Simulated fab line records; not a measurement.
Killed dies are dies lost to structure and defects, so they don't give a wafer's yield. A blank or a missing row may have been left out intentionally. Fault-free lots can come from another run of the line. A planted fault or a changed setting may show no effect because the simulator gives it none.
Chamber matching + flow sky130 + SKY_VIA1_CMP_24 on cmp-02 has 4 sister chambers
The step polishes, stops on SiO2, t overpolish 15 s, target thk 0 nm. 4 wafers are shown with their chamber, then 7 later ones without.

WAFERS, EACH WITH ITS CHAMBER
| wafer  | chamber | motor current A (A) |
|--------|---------|---------------------|
| L256.4 | 2       | 10.7                |
| L257.5 | 3       | 11.6                |
| L259.2 | 1       | 10.9                |
| L259.4 | 0       | 12.4                |

WAFERS WHOSE CHAMBER IS MISSING
| wafer  | motor current A (A) |
|--------|---------------------|
| L259.6 | 10.4                |
| L260.1 | 11.4                |
| L260.3 | 10.3                |
| L260.5 | 12.2                |
| L273.3 | 10.7                |
| L273.4 | 12.6                |
| L273.5 | 10.4                |

CHAMBER TAKEN BY EACH
| wafer  | from the rows above          | in truth |
|--------|------------------------------|----------|
| L259.6 | can't be placed: 2 or 1      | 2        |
| L260.1 | can't be placed: 3 or 1 or 2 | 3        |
| L260.3 | can't be placed: 2 or 1      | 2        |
| L260.5 | can't be placed: 0 or 3      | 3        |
| L273.3 | can't be placed: 2 or 1      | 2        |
| L273.4 | 0                            | 0        |
| L273.5 | can't be placed: 2 or 1      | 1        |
1 of 7 placed correctly. Can't be placed from these rows: 6 (the true chamber is among the candidates in 6). 0 placed wrongly.
How it was worked out, from the rows above alone: a wafer's distance from a chamber is the root of the sum, over the readings, of the square of ((its reading less the chamber's mean) divided by the reading's scatter). The wafer belongs to the nearest chamber; if the next one is less than 2 further off, it can't be placed. A chamber's mean is the mean of its shown wafers. The scatter: root of mean squared gap, hidden wafer to nearest shown wafer, with one shown wafer a chamber.
